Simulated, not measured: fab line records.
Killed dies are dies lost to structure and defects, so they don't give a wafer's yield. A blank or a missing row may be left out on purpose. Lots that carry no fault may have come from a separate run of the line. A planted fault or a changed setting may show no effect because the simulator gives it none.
Chamber matching ; flow gf180mcu ; 3 sister chambers for GF_V3_CVD_02 on pecvd-01
The step deposits SiO2 from TEOS, target thk 850 nm, time 94.851 s. 6 wafers are shown with their chamber, then 8 later ones without.

WAFERS PAIRED WITH THEIR CHAMBERS
wafer;chamber;heaterPowerW (W)
L086.6;1;492
L089.3;1;532
L089.4;2;672
L090.3;2;657
L090.6;0;740
L091.1;0;831

WAFERS WITH NO CHAMBER GIVEN
wafer;heaterPowerW (W)
L091.2;712
L091.5;618
L094.2;635
L094.3;689
L094.6;507
L096.2;539
L096.3;639
L096.6;587

WHICH CHAMBER EACH WENT THROUGH
wafer;from the rows above;in truth
L091.2;can't be placed: 2 or 0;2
L091.5;can't be placed: 2 or 1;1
L094.2;2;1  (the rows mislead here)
L094.3;can't be placed: 2 or 0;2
L094.6;1;1
L096.2;1;1
L096.3;2;2
L096.6;can't be placed: 1 or 2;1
3 of 8 placed correctly. Not placeable from these rows: 4 (in 4, the candidates include the true chamber). Wrongly placed: 1.
How it was worked out, from the rows above alone: a wafer's distance from a chamber is the root of the sum, over the readings, of the square of ((its reading less the chamber's mean) divided by the reading's scatter). The wafer belongs to the nearest chamber; if the next one is less than 2 further off, it can't be placed. The mean given for a chamber averages the wafers shown for that chamber. The scatter: the root of (the sum of the squares of (reading less its chamber's mean) over the shown wafers, divided by (wafers less chambers)).
